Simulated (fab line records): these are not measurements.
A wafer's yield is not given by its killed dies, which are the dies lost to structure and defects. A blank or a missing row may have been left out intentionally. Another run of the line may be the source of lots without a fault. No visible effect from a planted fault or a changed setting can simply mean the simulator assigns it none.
fab line records	flow gf180mcu
record lots=13	wafers=39	lastDay=34
route steps=602 shown HV_LDD@185 PSD@263 CONTACT@292
lots with no fault: from the same line, run without faults
startH: hours from the record's opening day to when the first of the lot's shown wafers began	waitH: how many hours have passed since the lot's step before this one	" same as the row above	L1.1+2: a row that stands for several wafers	- either no value or no given start	* or withheld: withheld	< > ~ a bound
route shown NAME@n: names a module that has steps shown in the file, with the first one's number in the route	usual: the fault-free wafers' mean and standard deviation	same: alike in all rows	chamber/n: place in a boat	sites: per-site readings	_std_site: the values' standard deviation	_edge_site: inner sites' mean taken away from outer sites' mean	radiusMm: for every site, how far away it sits from the centre of the wafer	mask NAME#n: copy n	behind: the last tool/chamber to shape the wafer	hold: why the lot was held/for how many hours/how that ended	device: the transistor (n, p or np) that didn't switch	end of line: the route-end tests of the same wafers	where a step has no rows: the recipe by itself	killed: not the wafer's yield, but the dies lost to structure and defects at the first sort	map: dies across one wafer; x = killed, . = not, _ = none there
set.NAME: the setting as run; set.NAME@STEP: as run at that earlier step	model.NAME: the simulator's own value behind a step, which no gauge read
route steps across a sampled set of lots; one table per step, one row per wafer
services: a tool's chamber out of use, with start hour (startH, from the record's first day; less than 0 if before it), hours out, and reason
## steps
# step GF_HV_LDD_IMPLANT_09
# recipe species=As	energyKev=40	doseCm2=1e+14	tiltDeg=7
# usual doseIonsCm2=1.0002e+14/1.1e+11	faradayCurrentUA=561/11
lot.wafer	tool	chamber	startH	waitH	doseIonsCm2	faradayCurrentUA
L591.2	implanter-04	0	233.14	0.0	9.994e+13	557
L591.4	"	0	"	"	1.0001e+14	547
L591.6	"	0	"	"	1.0009e+14	583
L594.1	implanter-02	0	254.61	0.0	1.0015e+14	533
L594.4	"	0	"	"	1.0018e+14	550
L594.6	"	0	"	"	9.995e+13	552
L597.3	implanter-03	0	275.81	0.1	1.0002e+14	564
L597.4	"	0	"	"	1.0003e+14	565
L597.6	"	0	"	"	9.988e+13	567
L598.3	implanter-02	0	284.26	0.1	1.0008e+14	564
L598.4	"	0	"	"	9.996e+13	557
L598.5	"	0	"	"	9.989e+13	542
L599.2	implanter-04	0	294.15	0.0	9.997e+13	574
L599.5	"	0	"	"	1.0007e+14	568
L599.6	"	0	"	"	1.0015e+14	539
L601.1	implanter-03	0	301.58	0.0	9.996e+13	541
L601.2	"	0	"	"	9.99e+13	566
L601.5	"	0	"	"	1e+14	552
L603.4	implanter-04	0	320.75	0.1	6.55e+13	371
L603.5	"	0	"	"	6.554e+13	370
L603.6	"	0	"	"	6.542e+13	377
L604.2	implanter-04	0	324.55	0.0	6.557e+13	367
L604.4	"	0	"	"	6.557e+13	366
L604.5	"	0	"	"	6.555e+13	365
L608.2	implanter-02	0	351.89	0.0	9.977e+13	565
L608.4	"	0	"	"	1.0005e+14	566
L608.5	"	0	"	"	1.0002e+14	560
L609.2	implanter-03	0	359.70	0.0	1.0011e+14	560
L609.3	"	0	"	"	1.0011e+14	575
L609.4	"	0	"	"	1.0007e+14	562
L610.1	implanter-03	0	385.86	0.0	1.0019e+14	558
L610.2	"	0	"	"	1.0002e+14	560
L610.6	"	0	"	"	1.002e+14	559
L611.1	implanter-03	0	388.91	0.0	9.997e+13	562
L611.2	"	0	"	"	1.0007e+14	563
L611.4	"	0	"	"	1.0002e+14	562
L612.1	implanter-03	0	391.16	0.0	9.985e+13	540
L612.2	"	0	"	"	9.987e+13	558
L612.3	"	0	"	"	9.984e+13	564
# step GF_HV_LDD_TW_MEAS_11
# usual HV_LDD_TW=2426/22
lot.wafer	tool	chamber	startH	waitH	HV_LDD_TW
L591.2	filmMetro-04	-	233.38	0.1	2460
L591.4	"	-	"	"	2459
L591.6	"	-	"	"	2465
L594.1	filmMetro-04	-	254.86	0.1	2434
L594.4	"	-	"	"	2441
L594.6	"	-	"	"	2448
L597.3	filmMetro-04	-	276.03	0.1	2458
L597.4	"	-	"	"	2433
L597.6	"	-	"	"	2431
L598.3	filmMetro-02	-	284.48	0.1	2371
L598.4	"	-	"	"	2373
L598.5	"	-	"	"	2389
L599.2	filmMetro-02	-	294.39	0.1	2405
L599.5	"	-	"	"	2409
L599.6	"	-	"	"	2407
L601.1	filmMetro-04	-	301.83	0.1	2421
L601.2	"	-	"	"	2419
L601.5	"	-	"	"	2425
L603.4	filmMetro-04	-	320.96	0.1	2157
L603.5	"	-	"	"	2157
L603.6	"	-	"	"	2164
L604.2	filmMetro-03	-	324.79	0.1	2149
L604.4	"	-	"	"	2141
L604.5	"	-	"	"	2147
L608.2	filmMetro-02	-	352.12	0.1	2397
L608.4	"	-	"	"	2403
L608.5	"	-	"	"	2402
L609.2	filmMetro-02	-	359.94	0.1	2404
L609.3	"	-	"	"	2407
L609.4	"	-	"	"	2403
L610.1	filmMetro-02	-	386.11	0.1	2402
L610.2	"	-	"	"	2396
L610.6	"	-	"	"	2403
L611.1	filmMetro-02	-	389.16	0.1	2405
L611.2	"	-	"	"	2399
L611.4	"	-	"	"	2394
L612.1	filmMetro-04	-	391.41	0.1	2421
L612.2	"	-	"	"	2419
L612.3	"	-	"	"	2429
# step GF_HV_LDD_RTA_52
# recipe tempC=1000	timeS=10	ambient=N2
# usual chamberO2Ppm=2.004/0.022	lampPowerPct=32.2/2.2	wafer_temp_C_max=1004.2/1
lot.wafer	tool	chamber	startH	waitH	chamberO2Ppm	lampPowerPct	wafer_temp_C_max
L591.2	rtpAnneal-01	0	296.08	0.0	2.014	29.8	1002.4
L591.4	"	0	"	"	2.009	29.8	1003.0
L591.6	"	0	"	"	1.990	29.8	1003.5
L594.1	rtpAnneal-01	0	316.29	0.0	1.996	29.8	1005.1
L594.4	"	0	"	"	1.993	29.8	1004.2
L594.6	"	0	"	"	1.982	29.8	1003.7
L597.3	rtpAnneal-02	0	338.81	0.0	2.025	34.2	1004.9
L597.4	"	0	"	"	2.028	34.2	1004.3
L597.6	"	0	"	"	1.992	34.2	1004.5
L598.3	rtpAnneal-02	0	347.96	0.0	1.992	34.2	1004.4
L598.4	"	0	"	"	1.982	34.2	1006.9
L598.5	"	0	"	"	1.971	34.2	1005.7
L599.2	rtpAnneal-02	0	359.93	0.0	1.999	34.2	1004.8
L599.5	"	0	"	"	1.963	34.2	1004.7
L599.6	"	0	"	"	1.963	34.2	1006.4
L601.1	rtpAnneal-01	0	366.87	0.0	2.016	29.8	1003.9
L601.2	"	0	"	"	1.979	29.8	1003.4
L601.5	"	0	"	"	1.986	29.8	1004.0
L603.4	rtpAnneal-01	0	388.92	0.0	2.010	29.8	1003.0
L603.5	"	0	"	"	2.043	29.8	1002.4
L603.6	"	0	"	"	1.983	29.7	1003.5
L604.2	rtpAnneal-02	0	391.83	0.0	1.948	34.3	1005.1
L604.4	"	0	"	"	1.974	34.2	1002.9
L604.5	"	0	"	"	1.978	34.2	1004.4
L608.2	rtpAnneal-01	0	421.39	0.0	2.012	29.8	1004.1
L608.4	"	0	"	"	2.008	29.8	1004.3
L608.5	"	0	"	"	2.013	29.8	1002.5
L609.2	rtpAnneal-01	0	430.53	0.0	2.012	29.8	1002.9
L609.3	"	0	"	"	2.001	29.8	1003.4
L609.4	"	0	"	"	1.993	29.8	1003.2
L610.1	rtpAnneal-02	0	460.33	0.0	1.967	34.2	1004.2
L610.2	"	0	"	"	1.994	34.2	1005.1
L610.6	"	0	"	"	1.983	34.2	1003.7
L611.1	rtpAnneal-02	0	463.07	0.0	2.016	34.2	1005.6
L611.2	"	0	"	"	2.016	34.3	1005.7
L611.4	"	0	"	"	1.978	34.2	1003.8
L612.1	rtpAnneal-01	0	465.78	0.0	2.029	29.7	1003.9
L612.2	"	0	"	"	1.980	29.8	1003.4
L612.3	"	0	"	"	1.995	29.8	1003.9
# step GF_HV_LDD_RS_MEAS_53
# recipe thkMeasGauge=four-point-probe
# usual HV_LDD_RS=418.3/0.89
lot.wafer	tool	chamber	startH	waitH	HV_LDD_RS[ohm/sq]
L591.2	filmMetro-04	-	296.16	0.1	416.4
L591.4	"	-	"	"	416.8
L591.6	"	-	"	"	417.2
L594.1	filmMetro-03	-	316.36	0.1	419.0
L594.4	"	-	"	"	419.0
L594.6	"	-	"	"	419.0
L597.3	filmMetro-02	-	338.90	0.1	418.6
L597.4	"	-	"	"	418.4
L597.6	"	-	"	"	417.6
L598.3	filmMetro-03	-	348.04	0.1	418.4
L598.4	"	-	"	"	417.5
L598.5	"	-	"	"	419.2
L599.2	filmMetro-04	-	360.00	0.1	418.7
L599.5	"	-	"	"	416.7
L599.6	"	-	"	"	418.3
L601.1	filmMetro-04	-	366.93	0.1	416.9
L601.2	"	-	"	"	417.7
L601.5	"	-	"	"	416.8
L603.4	filmMetro-02	-	389.01	0.1	498.8
L603.5	"	-	"	"	498.2
L603.6	"	-	"	"	499.0
L604.2	filmMetro-04	-	391.91	0.1	497.6
L604.4	"	-	"	"	496.1
L604.5	"	-	"	"	496.3
L608.2	filmMetro-04	-	421.46	0.1	417.7
L608.4	"	-	"	"	418.1
L608.5	"	-	"	"	418.3
L609.2	filmMetro-04	-	430.60	0.1	417.7
L609.3	"	-	"	"	416.9
L609.4	"	-	"	"	418.4
L610.1	filmMetro-03	-	460.40	0.1	418.8
L610.2	"	-	"	"	419.1
L610.6	"	-	"	"	419.4
L611.1	filmMetro-04	-	463.13	0.1	419.6
L611.2	"	-	"	"	417.1
L611.4	"	-	"	"	418.4
L612.1	filmMetro-04	-	465.85	0.1	418.6
L612.2	"	-	"	"	418.1
L612.3	"	-	"	"	418.5
# step GF_PSD_RS_MEAS_15
# recipe thkMeasGauge=four-point-probe
# usual PSD_RS=108.6/0.31
lot.wafer	tool	chamber	startH	waitH	PSD_RS[ohm/sq]
L591.2	filmMetro-02	-	343.46	0.1	108.5
L591.4	"	-	"	"	108.3
L591.6	"	-	"	"	108.8
L594.1	filmMetro-04	-	363.79	0.1	108.4
L594.4	"	-	"	"	108.2
L594.6	"	-	"	"	108.0
L597.3	filmMetro-02	-	387.68	0.1	108.9
L597.4	"	-	"	"	108.8
L597.6	"	-	"	"	108.9
L598.3	filmMetro-01	-	396.29	0.1	109.0
L598.4	"	-	"	"	108.7
L598.5	"	-	"	"	109.2
L599.2	filmMetro-04	-	410.10	0.1	108.8
L599.5	"	-	"	"	108.6
L599.6	"	-	"	"	108.9
L601.1	filmMetro-04	-	417.89	0.1	108.5
L601.2	"	-	"	"	108.5
L601.5	"	-	"	"	108.8
L603.4	filmMetro-04	-	440.85	0.1	108.6
L603.5	"	-	"	"	108.7
L603.6	"	-	"	"	108.8
L604.2	filmMetro-01	-	442.81	0.1	108.6
L604.4	"	-	"	"	108.4
L604.5	"	-	"	"	108.1
L608.2	filmMetro-01	-	474.01	0.1	108.6
L608.4	"	-	"	"	108.5
L608.5	"	-	"	"	108.3
L609.2	filmMetro-04	-	483.66	0.1	108.8
L609.3	"	-	"	"	108.4
L609.4	"	-	"	"	108.8
L610.1	filmMetro-04	-	511.23	0.1	108.4
L610.2	"	-	"	"	108.7
L610.6	"	-	"	"	108.6
L611.1	filmMetro-02	-	515.01	0.1	109.4
L611.2	"	-	"	"	109.1
L611.4	"	-	"	"	108.9
L612.1	filmMetro-04	-	517.49	0.1	108.5
L612.2	"	-	"	"	108.5
L612.3	"	-	"	"	108.5
# step GF_CONTACT_BOW_MEAS_05
# recipe mode=bow
# usual CONTACT_BOW=66/6.5
lot.wafer	tool	chamber	startH	waitH	CONTACT_BOW[um]
L591.2	filmMetro-03	-	367.31	0.1	71
L591.4	"	-	"	"	60
L591.6	"	-	"	"	66
L594.1	filmMetro-03	-	387.91	0.1	67
L594.4	"	-	"	"	69
L594.6	"	-	"	"	64
L597.3	filmMetro-04	-	412.57	0.1	64
L597.4	"	-	"	"	59
L597.6	"	-	"	"	68
L598.3	filmMetro-03	-	421.47	0.1	60
L598.4	"	-	"	"	65
L598.5	"	-	"	"	58
L599.2	filmMetro-04	-	435.10	0.1	74
L599.5	"	-	"	"	73
L599.6	"	-	"	"	67
L601.1	filmMetro-03	-	443.36	0.2	57
L601.2	"	-	"	"	75
L601.5	"	-	"	"	74
L603.4	filmMetro-03	-	467.44	0.2	59
L603.5	"	-	"	"	65
L603.6	"	-	"	"	69
L604.2	filmMetro-03	-	468.80	0.2	70
L604.4	"	-	"	"	55
L604.5	"	-	"	"	78
L608.2	filmMetro-04	-	499.23	0.3	75
L608.4	"	-	"	"	62
L608.5	"	-	"	"	60
L609.2	filmMetro-04	-	508.67	0.2	66
L609.3	"	-	"	"	73
L609.4	"	-	"	"	59
L610.1	filmMetro-04	-	536.11	0.1	62
L610.2	"	-	"	"	63
L610.6	"	-	"	"	55
L611.1	filmMetro-02	-	539.10	0.2	75
L611.2	"	-	"	"	57
L611.4	"	-	"	"	59
L612.1	filmMetro-04	-	541.97	0.1	71
L612.2	"	-	"	"	68
L612.3	"	-	"	"	70
## services
tool	chamber	startH	hours	kind
implanter-03	-	289.63	2.8	repair
implanter-02	-	307.00	5.4	repair
implanter-02	-	402.92	1.7	repair
implanter-04	-	403.95	21.1	repair
implanter-04	-	414.68	0.8	repair
## key
firstSign step=GF_HV_LDD_IMPLANT_09	reading=doseIonsCm2	direction=down	sigmas=99+	usual=1.0002e+14	struck=6.552e+13
effect step=GF_HV_LDD_IMPLANT_09	reading=faradayCurrentUA	direction=down	sigmas=17	usual=561	struck=369
effect step=GF_HV_LDD_TW_MEAS_11	reading=HV_LDD_TW	direction=down	sigmas=13	usual=2426	struck=2153
effect step=GF_HV_LDD_RS_MEAS_53	reading=HV_LDD_RS	direction=up	sigmas=89	usual=418.3	struck=497.7
metAt GF_HV_LDD_IMPLANT_09
struckLots L603,L604
testerLeftOut L603,L604
notActingAt GF_HV_LDD_RTA_52,GF_PSD_RS_MEAS_15,GF_CONTACT_BOW_MEAS_05
onsetBetween 294.15 320.75
fault kind=processParameterDrift	tool=implanter-04	chamber=-	onsetH=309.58	steps=GF_HV_LDD_IMPLANT_09	channel=doseCm2	offset=-3.4543e+13	shape=step	endH=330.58	actsIn=theseRecipesOnly	stated=1e+14
# testerLeftOut: of these lots the tester's yield and bins aren't shown, on N5 and GAA mostly nor the transistor test; their killed dies are dies lost to structure and defects alone, not to doping, threshold or leakage, so they don't give the yield
